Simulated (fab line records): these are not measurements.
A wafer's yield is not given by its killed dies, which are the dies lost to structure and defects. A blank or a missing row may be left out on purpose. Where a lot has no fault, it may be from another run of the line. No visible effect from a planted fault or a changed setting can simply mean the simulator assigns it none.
Which of the tools did it?	flow gf180mcu	36 wafers from 12 lots sampled at 7 of the route's 602 steps

WHAT THE GAUGES READ, wafer by wafer
GF_PSD_TW_MEAS_11. Usual: PSD_TW gives 3197 (standard deviation 22).
lot	measured	on	PSD_TW	flag
L386	day 14 22:10	filmMetro-02	3171 3175 3160	
L387	day 15 03:42	filmMetro-01	3184 3188 3173	
L388	day 16 00:26	filmMetro-02	3134 3135 3147	
L389	day 16 01:20	filmMetro-04	3197 3182 3184	
L390	day 16 14:01	filmMetro-01	3203 3213 3205	
L392	day 17 13:15	filmMetro-01	3196 3188 3192	
L391	day 17 13:26	filmMetro-02	3169 3174 3161	
L393	day 18 11:02	filmMetro-02	3166 3192 3171	
L394	day 18 11:38	filmMetro-02	3199 3167 3180	
L398	day 19 19:09	filmMetro-01	3079 3196 3082	OFF
L405	day 21 17:56	filmMetro-01	3217 3198 3187	
L407	day 22 09:12	filmMetro-01	3210 3199 3197	

GF_PSD_RS_MEAS_15: measurement is done with a four-point probe. Usual: PSD_RS gives 108.62 ohm/sq (standard deviation 0.29).
lot	measured	on	PSD_RS (ohm/sq)	flag
L386	day 14 22:30	filmMetro-01	108.68 107.92 108.92	
L387	day 15 04:01	filmMetro-01	108.65 108.35 108.77	
L388	day 16 00:46	filmMetro-01	108.59 108.53 108.35	
L389	day 16 01:39	filmMetro-01	108.70 108.89 108.52	
L390	day 16 14:21	filmMetro-01	108.11 108.54 108.12	
L392	day 17 13:37	filmMetro-04	108.55 108.46 108.46	
L391	day 17 13:45	filmMetro-01	108.80 108.62 108.88	
L393	day 18 11:22	filmMetro-04	108.69 108.94 108.60	
L394	day 18 11:58	filmMetro-04	108.67 108.48 108.54	
L398	day 19 19:28	filmMetro-02	117.10 109.03 116.99	OFF
L405	day 21 18:16	filmMetro-02	108.73 108.66 108.33	
L407	day 22 09:32	filmMetro-01	108.57 108.50 108.70	

GF_V3_THK_MEAS_01. Usual: V3_CVD_00_THK gives 600 nm (standard deviation 6.5).
lot	measured	on	V3_CVD_00_THK (nm)	flag
L386	day 22 05:13	filmMetro-01	605 601 609	
L387	day 22 09:55	filmMetro-04	599 598 598	
L388	day 23 08:10	filmMetro-01	591 603 599	
L389	day 23 09:02	filmMetro-01	593 606 594	
L390	day 23 22:01	filmMetro-03	594 594 596	
L392	day 24 20:13	filmMetro-01	610 619 608	
L391	day 24 20:31	filmMetro-03	601 609 611	
L393	day 25 17:06	filmMetro-03	591 600 595	
L394	day 25 17:22	filmMetro-01	600 601 600	
L398	day 26 20:05	filmMetro-04	596 600 597	
L405	day 28 11:47	filmMetro-04	594 610 611	
L407	day 28 23:46	filmMetro-01	607 603 597	

GF_V3_THK_MEAS_03. Usual: V3_CVD_02_THK gives 849 nm (standard deviation 10).
lot	measured	on	V3_CVD_02_THK (nm)	flag
L386	day 22 05:21	filmMetro-04	855 848 861	
L387	day 22 10:03	filmMetro-01	828 851 854	
L388	day 23 08:17	filmMetro-03	831 848 851	
L389	day 23 09:11	filmMetro-04	836 847 860	
L390	day 23 22:08	filmMetro-01	850 845 863	
L392	day 24 20:20	filmMetro-04	859 837 856	
L391	day 24 20:39	filmMetro-01	836 833 846	
L393	day 25 17:16	filmMetro-04	849 855 840	
L394	day 25 17:29	filmMetro-01	855 864 849	
L398	day 26 20:13	filmMetro-04	841 854 863	
L405	day 28 11:55	filmMetro-01	847 836 859	
L407	day 28 23:53	filmMetro-04	848 858 855	

GF_V3_BOW_MEAS_05. Usual: V3_BOW gives 118 um (standard deviation 7.4).
lot	measured	on	V3_BOW (um)	flag
L386	day 22 05:44	filmMetro-01	124 129 117	
L387	day 22 10:25	filmMetro-03	127 117 127	
L388	day 23 08:40	filmMetro-03	124 127 121	
L389	day 23 09:33	filmMetro-03	120 113 121	
L390	day 23 22:31	filmMetro-01	118 121 114	
L392	day 24 20:42	filmMetro-03	112 123 103	
L391	day 24 21:01	filmMetro-03	121 125 120	
L393	day 25 17:38	filmMetro-03	107 107 121	
L394	day 25 17:53	filmMetro-01	123 124 119	
L398	day 26 20:35	filmMetro-03	120 122 104	
L405	day 28 12:35	filmMetro-03	131 123 118	
L407	day 29 00:16	filmMetro-03	116 121 121	

WHAT TOOL EACH LOT RAN ON (gives the tool, then ch and the chambers of the sampled wafers, and finally the start)
lot	GF_PSD_IMPLANT_09	GF_PSD_STRIP_10
L386	implanter-03 ch 0, day 14 21:57	plasmaAsher-03 ch 0,1, day 14 22:05
L387	implanter-04 ch 0, day 15 03:27	plasmaAsher-03 ch 0,1, day 15 03:36
L388	implanter-02 ch 0, day 16 00:13	plasmaAsher-04 ch 0,1, day 16 00:20
L389	implanter-04 ch 0, day 16 01:05	plasmaAsher-02 ch 0,1, day 16 01:14
L390	implanter-03 ch 0, day 16 13:48	plasmaAsher-04 ch 0,1, day 16 13:56
L392	implanter-02 ch 0, day 17 13:00	plasmaAsher-02 ch 0,1, day 17 13:09
L391	implanter-03 ch 0, day 17 13:11	plasmaAsher-04 ch 0,1, day 17 13:20
L393	implanter-04 ch 0, day 18 10:49	plasmaAsher-03 ch 0,1, day 18 10:56
L394	implanter-03 ch 0, day 18 11:26	plasmaAsher-04 ch 0,1, day 18 11:32
L398	implanter-04 ch 0, day 19 18:54	plasmaAsher-04 ch 0,1, day 19 19:03
L405	implanter-02 ch 0, day 21 17:43	plasmaAsher-04 ch 0,1, day 21 17:50
L407	implanter-02 ch 0, day 22 08:59	plasmaAsher-04 ch 0,1, day 22 09:07
- GF_PSD_IMPLANT_09
- GF_PSD_STRIP_10: strips in O2/N2.

AS READ BY THE TOOLS THEMSELVES (means over the sampled wafers that have a number; for cases with no such wafer, the mark the record gives instead)
GF_PSD_IMPLANT_09. Usual: beamOnS 10.01 s, standard deviation 0.19; faradayCurrentUA 8242, standard deviation 160.
lot	tool	beamOnS (s)	faradayCurrentUA	flag
L386	implanter-03	9.91	8329	
L387	implanter-04	10.05	8223	
L388	implanter-02	10.08	8199	
L389	implanter-04	9.84	8403	
L390	implanter-03	10.04	8217	
L392	implanter-02	9.95	8304	
L391	implanter-03	10.12	8166	
L393	implanter-04	9.81	8390	
L394	implanter-03	9.98	8258	
L398	implanter-04	8.93	9295	OFF
L405	implanter-02	10.14	8142	
L407	implanter-02	10.02	8253	

GF_PSD_STRIP_10. Usual: drypumpMotorCurrentA 5.6 A, standard deviation 0.39; heaterPowerW 327 W, standard deviation 37; oesProductAu 0.591 a.u., standard deviation 0.0045; stripTimeToEndpointS 16.51 s, standard deviation 0.043.
lot	tool	drypumpMotorCurrentA (A)	heaterPowerW (W)	oesProductAu (a.u.)	stripTimeToEndpointS (s)	flag
L386	plasmaAsher-03	5.4	341	0.591	16.57	
L387	plasmaAsher-03	5.4	346	0.592	16.48	
L388	plasmaAsher-04	5.6	290	0.591	16.54	
L389	plasmaAsher-02	6.1	349	0.594	16.50	
L390	plasmaAsher-04	5.5	307	0.586	16.44	
L392	plasmaAsher-02	6.1	349	0.584	16.42	
L391	plasmaAsher-04	5.6	289	0.593	16.52	
L393	plasmaAsher-03	5.2	326	0.588	16.55	
L394	plasmaAsher-04	5.5	308	0.586	16.49	
L398	plasmaAsher-04	5.6	278	0.599	16.14	OFF
L405	plasmaAsher-04	5.6	278	0.589	16.56	
L407	plasmaAsher-04	5.6	281	0.592	16.52	

THE ANSWER, worked out from the rows above alone
Rule: take the mean of a lot's wafers that have a number; if it is more than 3 standard deviations from the usual mean, the lot is off. Also off: a lot with no number at a reading for which 4 or more lots have one. The other lots that the step has rows for count as sound. First the gauges in route order, then the tools' own readings, where a lot's mean is used as printed above. The first step at which some lot is off is used, and at that step the reading that is off furthest; a lot without a number counts as furthest.
Off: L398, seen at GF_PSD_TW_MEAS_11 (PSD_TW).
A tool fits if, at a process step before that reading, it ran every lot that is off, and no sound lot after the first of them. Not tried: the gauges at GF_PSD_TW_MEAS_11; whatever is off there is also off at GF_PSD_RS_MEAS_15, on other tools, and gauge error can't account for it. One fits: GF_PSD_IMPLANT_09 on implanter-04. A fault onset in the window from L393 (day 18 10:49, its last sound lot) to L398 (day 19 18:54, its first lot off) fits.
The tool's own readings at GF_PSD_IMPLANT_09 bear it out: on the lots that are off they differ by more than 5 times the standard deviation of the sound lots' means. beamOnS reads 8.93 s there against 9.99 s on the sound lots; faradayCurrentUA reads 9295 there against 8262 on the sound lots.

WHAT HAD BEEN PUT IN BY THE SIMULATOR
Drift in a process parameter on implanter-04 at GF_PSD_IMPLANT_09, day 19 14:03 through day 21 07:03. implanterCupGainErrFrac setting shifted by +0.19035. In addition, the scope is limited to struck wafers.
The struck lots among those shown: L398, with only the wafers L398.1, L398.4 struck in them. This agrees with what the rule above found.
